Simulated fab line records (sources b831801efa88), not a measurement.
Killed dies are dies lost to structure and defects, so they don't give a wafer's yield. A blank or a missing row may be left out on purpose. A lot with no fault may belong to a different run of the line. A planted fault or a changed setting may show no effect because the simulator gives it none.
What tool caused it? :: flow gf180mcu :: 15 lots, 45 wafers sampled, at 6 steps of a route of 602

## WHAT THE GAUGES READ, wafer by wafer
GF_M1_RS_MEAS_05: measurement is done with a four-point probe. Usual: M1_ALCU_RS 0.0697 ohm/sq, standard deviation 0.00068.
lot: L900
measured: day 16 19:36
on: film-metro-03
M1_ALCU_RS (ohm/sq): 0.0698 0.0702 0.0692
flag: 

lot: L901
measured: day 17 11:48
on: film-metro-03
M1_ALCU_RS (ohm/sq): 0.0699 0.0690 0.0693
flag: 

lot: L902
measured: day 17 12:53
on: film-metro-02
M1_ALCU_RS (ohm/sq): 0.0704 0.0703 0.0698
flag: 

lot: L906
measured: day 19 06:47
on: film-metro-02
M1_ALCU_RS (ohm/sq): 7.1754 7.1940 7.1003
flag: OFF

lot: L907
measured: day 19 09:50
on: film-metro-03
M1_ALCU_RS (ohm/sq): 7.1685 7.2495 7.2112
flag: OFF

lot: L908
measured: day 19 13:21
on: film-metro-03
M1_ALCU_RS (ohm/sq): 7.1591 7.1774 7.1662
flag: OFF

lot: L912
measured: day 20 23:57
on: film-metro-01
M1_ALCU_RS (ohm/sq): 0.0695 0.0699 0.0704
flag: 

lot: L913
measured: day 21 11:07
on: film-metro-01
M1_ALCU_RS (ohm/sq): 0.0694 0.0695 0.0694
flag: 

lot: L914
measured: day 21 14:38
on: film-metro-01
M1_ALCU_RS (ohm/sq): 0.0696 0.0692 0.0703
flag: 

lot: L915
measured: day 22 02:07
on: film-metro-02
M1_ALCU_RS (ohm/sq): 0.0694 0.0692 0.0689
flag: 

lot: L916
measured: day 22 09:42
on: film-metro-02
M1_ALCU_RS (ohm/sq): 0.0685 0.0693 0.0700
flag: 

lot: L919
measured: day 23 00:22
on: film-metro-03
M1_ALCU_RS (ohm/sq): 0.0678 0.0689 0.0689
flag: 

lot: L920
measured: day 23 13:47
on: film-metro-03
M1_ALCU_RS (ohm/sq): 0.0700 0.0698 0.0696
flag: 

lot: L921
measured: day 23 20:40
on: film-metro-01
M1_ALCU_RS (ohm/sq): 0.0686 0.0692 0.0693
flag: 

lot: L922
measured: day 24 09:16
on: film-metro-01
M1_ALCU_RS (ohm/sq): 0.0686 0.0690 0.0696
flag: 

GF_M1_THK_MEAS_06: measures by xrf. Usual: M1_ALCU_THK 452 nm, standard deviation 5.3.
lot: L900
measured: day 16 19:43
on: film-metro-03
M1_ALCU_THK (nm): 450 446 454
flag: 

lot: L901
measured: day 17 11:55
on: film-metro-03
M1_ALCU_THK (nm): 449 456 453
flag: 

lot: L902
measured: day 17 13:00
on: film-metro-02
M1_ALCU_THK (nm): 448 446 452
flag: 

lot: L906
measured: day 19 06:54
on: film-metro-02
M1_ALCU_THK (nm): <0 <0 <0
flag: OFF

lot: L907
measured: day 19 09:56
on: film-metro-03
M1_ALCU_THK (nm): <0 <0 <0
flag: OFF

lot: L908
measured: day 19 13:28
on: film-metro-03
M1_ALCU_THK (nm): <0 <0 <0
flag: OFF

lot: L912
measured: day 21 00:03
on: film-metro-01
M1_ALCU_THK (nm): 451 445 445
flag: 

lot: L913
measured: day 21 11:13
on: film-metro-01
M1_ALCU_THK (nm): 453 450 450
flag: 

lot: L914
measured: day 21 14:46
on: film-metro-01
M1_ALCU_THK (nm): 452 452 448
flag: 

lot: L915
measured: day 22 02:13
on: film-metro-02
M1_ALCU_THK (nm): 456 458 459
flag: 

lot: L916
measured: day 22 09:49
on: film-metro-02
M1_ALCU_THK (nm): 461 460 454
flag: 

lot: L919
measured: day 23 00:29
on: film-metro-03
M1_ALCU_THK (nm): 468 460 458
flag: 

lot: L920
measured: day 23 13:53
on: film-metro-03
M1_ALCU_THK (nm): 451 454 456
flag: 

lot: L921
measured: day 23 20:46
on: film-metro-01
M1_ALCU_THK (nm): 453 451 450
flag: 

lot: L922
measured: day 24 09:23
on: film-metro-01
M1_ALCU_THK (nm): 456 454 448
flag: 

## EACH LOT AND THE TOOL THAT RAN IT (in order: tool; ch and the chambers of the sampled wafers; start)
lot: L900
GF_CONTACT_ETCH_16: rie-diel-01 ch 0,1, day 16 18:13
GF_CONTACT_CVD_24: cvd-w-01 ch 0,1, day 16 18:47
GF_M1_SPUTTER_02: pvd-sputter-03, day 16 19:29
GF_M1_SPUTTER_03: pvd-sputter-03, day 16 19:31

lot: L901
GF_CONTACT_ETCH_16: rie-diel-03 ch 0,1, day 17 10:26
GF_CONTACT_CVD_24: cvd-w-01 ch 0,1, day 17 11:00
GF_M1_SPUTTER_02: pvd-sputter-01, day 17 11:43
GF_M1_SPUTTER_03: pvd-sputter-01, day 17 11:44

lot: L902
GF_CONTACT_ETCH_16: rie-diel-02 ch 1,3, day 17 11:26
GF_CONTACT_CVD_24: cvd-w-01 ch 0,1, day 17 12:05
GF_M1_SPUTTER_02: pvd-sputter-03, day 17 12:47
GF_M1_SPUTTER_03: pvd-sputter-03, day 17 12:49

lot: L906
GF_CONTACT_ETCH_16: rie-diel-03 ch 0,1,3, day 19 05:14
GF_CONTACT_CVD_24: cvd-w-02 ch 0,1, day 19 05:48
GF_M1_SPUTTER_02: pvd-sputter-03, day 19 06:37
GF_M1_SPUTTER_03: pvd-sputter-03, day 19 06:39

lot: L907
GF_CONTACT_ETCH_16: rie-diel-03 ch 0,1,3, day 19 08:25
GF_CONTACT_CVD_24: cvd-w-02 ch 0,1, day 19 09:01
GF_M1_SPUTTER_02: pvd-sputter-03, day 19 09:42
GF_M1_SPUTTER_03: pvd-sputter-03, day 19 09:44

lot: L908
GF_CONTACT_ETCH_16: rie-diel-03 ch 0,3, day 19 11:58
GF_CONTACT_CVD_24: cvd-w-01 ch 1, day 19 12:33
GF_M1_SPUTTER_02: pvd-sputter-01, day 19 13:16
GF_M1_SPUTTER_03: pvd-sputter-01, day 19 13:17

lot: L912
GF_CONTACT_ETCH_16: rie-diel-03 ch 0,1,3, day 20 22:32
GF_CONTACT_CVD_24: cvd-w-02 ch 0,1, day 20 23:09
GF_M1_SPUTTER_02: pvd-sputter-03, day 20 23:49
GF_M1_SPUTTER_03: pvd-sputter-03, day 20 23:51

lot: L913
GF_CONTACT_ETCH_16: rie-diel-02 ch 1,2, day 21 09:43
GF_CONTACT_CVD_24: cvd-w-02 ch 0,1, day 21 10:19
GF_M1_SPUTTER_02: pvd-sputter-01, day 21 10:59
GF_M1_SPUTTER_03: pvd-sputter-01, day 21 11:01

lot: L914
GF_CONTACT_ETCH_16: rie-diel-01 ch 0,1,3, day 21 13:11
GF_CONTACT_CVD_24: cvd-w-02 ch 0,1, day 21 13:50
GF_M1_SPUTTER_02: pvd-sputter-01, day 21 14:33
GF_M1_SPUTTER_03: pvd-sputter-01, day 21 14:35

lot: L915
GF_CONTACT_ETCH_16: rie-diel-02 ch 1,2,3, day 22 00:43
GF_CONTACT_CVD_24: cvd-w-02 ch 0,1, day 22 01:19
GF_M1_SPUTTER_02: pvd-sputter-03, day 22 01:59
GF_M1_SPUTTER_03: pvd-sputter-03, day 22 02:01

lot: L916
GF_CONTACT_ETCH_16: rie-diel-02 ch 0,2,3, day 22 08:19
GF_CONTACT_CVD_24: cvd-w-02 ch 0,1, day 22 08:53
GF_M1_SPUTTER_02: pvd-sputter-03, day 22 09:35
GF_M1_SPUTTER_03: pvd-sputter-03, day 22 09:37

lot: L919
GF_CONTACT_ETCH_16: rie-diel-01 ch 0,1,3, day 22 22:59
GF_CONTACT_CVD_24: cvd-w-01 ch 0,1, day 22 23:33
GF_M1_SPUTTER_02: pvd-sputter-01, day 23 00:16
GF_M1_SPUTTER_03: pvd-sputter-01, day 23 00:17

lot: L920
GF_CONTACT_ETCH_16: rie-diel-03 ch 0,1,3, day 23 12:19
GF_CONTACT_CVD_24: cvd-w-01 ch 0,1, day 23 12:53
GF_M1_SPUTTER_02: pvd-sputter-01, day 23 13:35
GF_M1_SPUTTER_03: pvd-sputter-01, day 23 13:37

lot: L921
GF_CONTACT_ETCH_16: rie-diel-02 ch 1,2,3, day 23 19:16
GF_CONTACT_CVD_24: cvd-w-02 ch 0,1, day 23 19:52
GF_M1_SPUTTER_02: pvd-sputter-03, day 23 20:32
GF_M1_SPUTTER_03: pvd-sputter-03, day 23 20:34

lot: L922
GF_CONTACT_ETCH_16: rie-diel-01 ch 0,1,3, day 24 07:54
GF_CONTACT_CVD_24: cvd-w-01 ch 0,1, day 24 08:28
GF_M1_SPUTTER_02: pvd-sputter-03, day 24 09:11
GF_M1_SPUTTER_03: pvd-sputter-03, day 24 09:13
- GF_CONTACT_ETCH_16: etches BARC in N2/H2.
- GF_CONTACT_CVD_24: deposits W, target thk 300 nm, time 90.339 s.
- GF_M1_SPUTTER_02: material AlCu, target thk 450 nm, time 23.9 s.
- GF_M1_SPUTTER_03: material Ti, target thk 10 nm, time 6.7 s.

## AS READ BY THE TOOLS THEMSELVES (means over the sampled wafers that have a number; for cases with no such wafer, the mark the record gives instead)
GF_CONTACT_ETCH_16. Usual: drypump-motor-current-A 5.6 A, standard deviation 0.46; oes-product-au 0.854 a.u., standard deviation 0.0045; throttle-valve-pct 13.225 %, standard deviation 0.0087.
lot: L900
tool: rie-diel-01
drypump-motor-current-A (A): 5.9
oes-product-au (a.u.): 0.855
throttle-valve-pct (%): 13.226
flag: 

lot: L901
tool: rie-diel-03
drypump-motor-current-A (A): 5.5
oes-product-au (a.u.): 0.854
throttle-valve-pct (%): 13.221
flag: 

lot: L902
tool: rie-diel-02
drypump-motor-current-A (A): 5.1
oes-product-au (a.u.): 0.855
throttle-valve-pct (%): 13.219
flag: 

lot: L906
tool: rie-diel-03
drypump-motor-current-A (A): 5.6
oes-product-au (a.u.): 0.857
throttle-valve-pct (%): 13.226
flag: 

lot: L907
tool: rie-diel-03
drypump-motor-current-A (A): 5.7
oes-product-au (a.u.): 0.856
throttle-valve-pct (%): 13.221
flag: 

lot: L908
tool: rie-diel-03
drypump-motor-current-A (A): 5.5
oes-product-au (a.u.): 0.853
throttle-valve-pct (%): 13.229
flag: 

lot: L912
tool: rie-diel-03
drypump-motor-current-A (A): 5.6
oes-product-au (a.u.): 0.853
throttle-valve-pct (%): 13.227
flag: 

lot: L913
tool: rie-diel-02
drypump-motor-current-A (A): 5.3
oes-product-au (a.u.): 0.852
throttle-valve-pct (%): 13.224
flag: 

lot: L914
tool: rie-diel-01
drypump-motor-current-A (A): 5.9
oes-product-au (a.u.): 0.852
throttle-valve-pct (%): 13.225
flag: 

lot: L915
tool: rie-diel-02
drypump-motor-current-A (A): 5.3
oes-product-au (a.u.): 0.856
throttle-valve-pct (%): 13.222
flag: 

lot: L916
tool: rie-diel-02
drypump-motor-current-A (A): 5.3
oes-product-au (a.u.): 0.855
throttle-valve-pct (%): 13.230
flag: 

lot: L919
tool: rie-diel-01
drypump-motor-current-A (A): 5.9
oes-product-au (a.u.): 0.855
throttle-valve-pct (%): 13.221
flag: 

lot: L920
tool: rie-diel-03
drypump-motor-current-A (A): 5.6
oes-product-au (a.u.): 0.860
throttle-valve-pct (%): 13.226
flag: 

lot: L921
tool: rie-diel-02
drypump-motor-current-A (A): 5.3
oes-product-au (a.u.): 0.853
throttle-valve-pct (%): 13.215
flag: 

lot: L922
tool: rie-diel-01
drypump-motor-current-A (A): 5.9
oes-product-au (a.u.): 0.850
throttle-valve-pct (%): 13.222
flag: 

GF_CONTACT_CVD_24. Usual: chamber-pressure-Torr 40.01 Torr, standard deviation 0.1; heater-power-w 912 W, standard deviation 110.
lot: L900
tool: cvd-w-01
chamber-pressure-Torr (Torr): 39.96
heater-power-w (W): 884
flag: 

lot: L901
tool: cvd-w-01
chamber-pressure-Torr (Torr): 40.01
heater-power-w (W): 874
flag: 

lot: L902
tool: cvd-w-01
chamber-pressure-Torr (Torr): 40.07
heater-power-w (W): 881
flag: 

lot: L906
tool: cvd-w-02
chamber-pressure-Torr (Torr): 39.98
heater-power-w (W): 913
flag: 

lot: L907
tool: cvd-w-02
chamber-pressure-Torr (Torr): 39.96
heater-power-w (W): 870
flag: 

lot: L908
tool: cvd-w-01
chamber-pressure-Torr (Torr): 40.07
heater-power-w (W): 778
flag: 

lot: L912
tool: cvd-w-02
chamber-pressure-Torr (Torr): 39.95
heater-power-w (W): 913
flag: 

lot: L913
tool: cvd-w-02
chamber-pressure-Torr (Torr): 40.11
heater-power-w (W): 899
flag: 

lot: L914
tool: cvd-w-02
chamber-pressure-Torr (Torr): 40.02
heater-power-w (W): 918
flag: 

lot: L915
tool: cvd-w-02
chamber-pressure-Torr (Torr): 40.04
heater-power-w (W): 868
flag: 

lot: L916
tool: cvd-w-02
chamber-pressure-Torr (Torr): 39.93
heater-power-w (W): 905
flag: 

lot: L919
tool: cvd-w-01
chamber-pressure-Torr (Torr): 40.04
heater-power-w (W): 887
flag: 

lot: L920
tool: cvd-w-01
chamber-pressure-Torr (Torr): 39.98
heater-power-w (W): 893
flag: 

lot: L921
tool: cvd-w-02
chamber-pressure-Torr (Torr): 39.92
heater-power-w (W): 917
flag: 

lot: L922
tool: cvd-w-01
chamber-pressure-Torr (Torr): 40.01
heater-power-w (W): 885
flag: 

GF_M1_SPUTTER_02. Usual: cathode-dc-power-W 10600 W, standard deviation 1.9; chamber-pressure-pa 0.4001 Pa, standard deviation 0.00077; throttle-valve-pct 30.2 %, standard deviation 1.4.
lot: L900
tool: pvd-sputter-03
cathode-dc-power-W (W): 10601
chamber-pressure-pa (Pa): 0.3993
throttle-valve-pct (%): 29.5
flag: 

lot: L901
tool: pvd-sputter-01
cathode-dc-power-W (W): 10601
chamber-pressure-pa (Pa): 0.4005
throttle-valve-pct (%): 29.3
flag: 

lot: L902
tool: pvd-sputter-03
cathode-dc-power-W (W): 10601
chamber-pressure-pa (Pa): 0.4005
throttle-valve-pct (%): 30.4
flag: 

lot: L906
tool: pvd-sputter-03
cathode-dc-power-W (W): -
chamber-pressure-pa (Pa): -
throttle-valve-pct (%): -
flag: OFF

lot: L907
tool: pvd-sputter-03
cathode-dc-power-W (W): -
chamber-pressure-pa (Pa): -
throttle-valve-pct (%): -
flag: OFF

lot: L908
tool: pvd-sputter-01
cathode-dc-power-W (W): -
chamber-pressure-pa (Pa): -
throttle-valve-pct (%): -
flag: OFF

lot: L912
tool: pvd-sputter-03
cathode-dc-power-W (W): 10601
chamber-pressure-pa (Pa): 0.3999
throttle-valve-pct (%): 30.5
flag: 

lot: L913
tool: pvd-sputter-01
cathode-dc-power-W (W): 10601
chamber-pressure-pa (Pa): 0.3998
throttle-valve-pct (%): 29.6
flag: 

lot: L914
tool: pvd-sputter-01
cathode-dc-power-W (W): 10601
chamber-pressure-pa (Pa): 0.3997
throttle-valve-pct (%): 29.4
flag: 

lot: L915
tool: pvd-sputter-03
cathode-dc-power-W (W): 10599
chamber-pressure-pa (Pa): 0.4009
throttle-valve-pct (%): 29.9
flag: 

lot: L916
tool: pvd-sputter-03
cathode-dc-power-W (W): 10601
chamber-pressure-pa (Pa): 0.4000
throttle-valve-pct (%): 30.6
flag: 

lot: L919
tool: pvd-sputter-01
cathode-dc-power-W (W): 10600
chamber-pressure-pa (Pa): 0.4003
throttle-valve-pct (%): 29.8
flag: 

lot: L920
tool: pvd-sputter-01
cathode-dc-power-W (W): 10603
chamber-pressure-pa (Pa): 0.4002
throttle-valve-pct (%): 29.3
flag: 

lot: L921
tool: pvd-sputter-03
cathode-dc-power-W (W): 10598
chamber-pressure-pa (Pa): 0.4000
throttle-valve-pct (%): 30.6
flag: 

lot: L922
tool: pvd-sputter-03
cathode-dc-power-W (W): 10599
chamber-pressure-pa (Pa): 0.3999
throttle-valve-pct (%): 30.7
flag: 

GF_M1_SPUTTER_03. Usual: cathode-dc-power-W 3000.0 W, standard deviation 0.6; chamber-pressure-pa 0.3001 Pa, standard deviation 0.00068; throttle-valve-pct 30.2 %, standard deviation 1.4.
lot: L900
tool: pvd-sputter-03
cathode-dc-power-W (W): 3000.0
chamber-pressure-pa (Pa): 0.2999
throttle-valve-pct (%): 29.7
flag: 

lot: L901
tool: pvd-sputter-01
cathode-dc-power-W (W): 3000.6
chamber-pressure-pa (Pa): 0.2996
throttle-valve-pct (%): 29.2
flag: 

lot: L902
tool: pvd-sputter-03
cathode-dc-power-W (W): 3000.1
chamber-pressure-pa (Pa): 0.2995
throttle-valve-pct (%): 30.5
flag: 

lot: L906
tool: pvd-sputter-03
cathode-dc-power-W (W): 3000.0
chamber-pressure-pa (Pa): 0.2992
throttle-valve-pct (%): 30.8
flag: 

lot: L907
tool: pvd-sputter-03
cathode-dc-power-W (W): 3000.5
chamber-pressure-pa (Pa): 0.3003
throttle-valve-pct (%): 32.0
flag: 

lot: L908
tool: pvd-sputter-01
cathode-dc-power-W (W): 2999.7
chamber-pressure-pa (Pa): 0.3005
throttle-valve-pct (%): 29.3
flag: 

lot: L912
tool: pvd-sputter-03
cathode-dc-power-W (W): 3000.1
chamber-pressure-pa (Pa): 0.3006
throttle-valve-pct (%): 30.4
flag: 

lot: L913
tool: pvd-sputter-01
cathode-dc-power-W (W): 2999.3
chamber-pressure-pa (Pa): 0.3001
throttle-valve-pct (%): 29.7
flag: 

lot: L914
tool: pvd-sputter-01
cathode-dc-power-W (W): 3000.4
chamber-pressure-pa (Pa): 0.2997
throttle-valve-pct (%): 29.3
flag: 

lot: L915
tool: pvd-sputter-03
cathode-dc-power-W (W): 2999.8
chamber-pressure-pa (Pa): 0.2997
throttle-valve-pct (%): 29.7
flag: 

lot: L916
tool: pvd-sputter-03
cathode-dc-power-W (W): 3000.2
chamber-pressure-pa (Pa): 0.2994
throttle-valve-pct (%): 30.8
flag: 

lot: L919
tool: pvd-sputter-01
cathode-dc-power-W (W): 2999.7
chamber-pressure-pa (Pa): 0.2998
throttle-valve-pct (%): 29.8
flag: 

lot: L920
tool: pvd-sputter-01
cathode-dc-power-W (W): 2999.5
chamber-pressure-pa (Pa): 0.3007
throttle-valve-pct (%): 29.4
flag: 

lot: L921
tool: pvd-sputter-03
cathode-dc-power-W (W): 2999.7
chamber-pressure-pa (Pa): 0.3003
throttle-valve-pct (%): 30.4
flag: 

lot: L922
tool: pvd-sputter-03
cathode-dc-power-W (W): 2999.9
chamber-pressure-pa (Pa): 0.3001
throttle-valve-pct (%): 30.6
flag: 

## THE ANSWER, worked out from the rows above alone
Rule: lot off if the mean of its wafers having a number is beyond 3 standard deviations from the usual mean. A lot without any number at a reading at which 4 lots or more have one is off too. All remaining lots with rows at the step are treated as sound. First the gauges in route order, then the tools' own readings, where a lot's mean is used as printed above. At the first step where some lot is off, the reading lying furthest off is the one used; lots without a number count as furthest.
Off: L906, L907, L908, at GF_M1_RS_MEAS_05 (M1_ALCU_RS).
A tool fits if, at a process step before that reading, it ran every lot that is off, and no sound lot after the first of them. The gauges at GF_M1_RS_MEAS_05 aren't tried: what is off there is off at GF_M1_SPUTTER_02 too, on other tools, and a gauge's error can't cause that. None of those tried fits.

## WHAT THE SIMULATOR HAD PUT IN
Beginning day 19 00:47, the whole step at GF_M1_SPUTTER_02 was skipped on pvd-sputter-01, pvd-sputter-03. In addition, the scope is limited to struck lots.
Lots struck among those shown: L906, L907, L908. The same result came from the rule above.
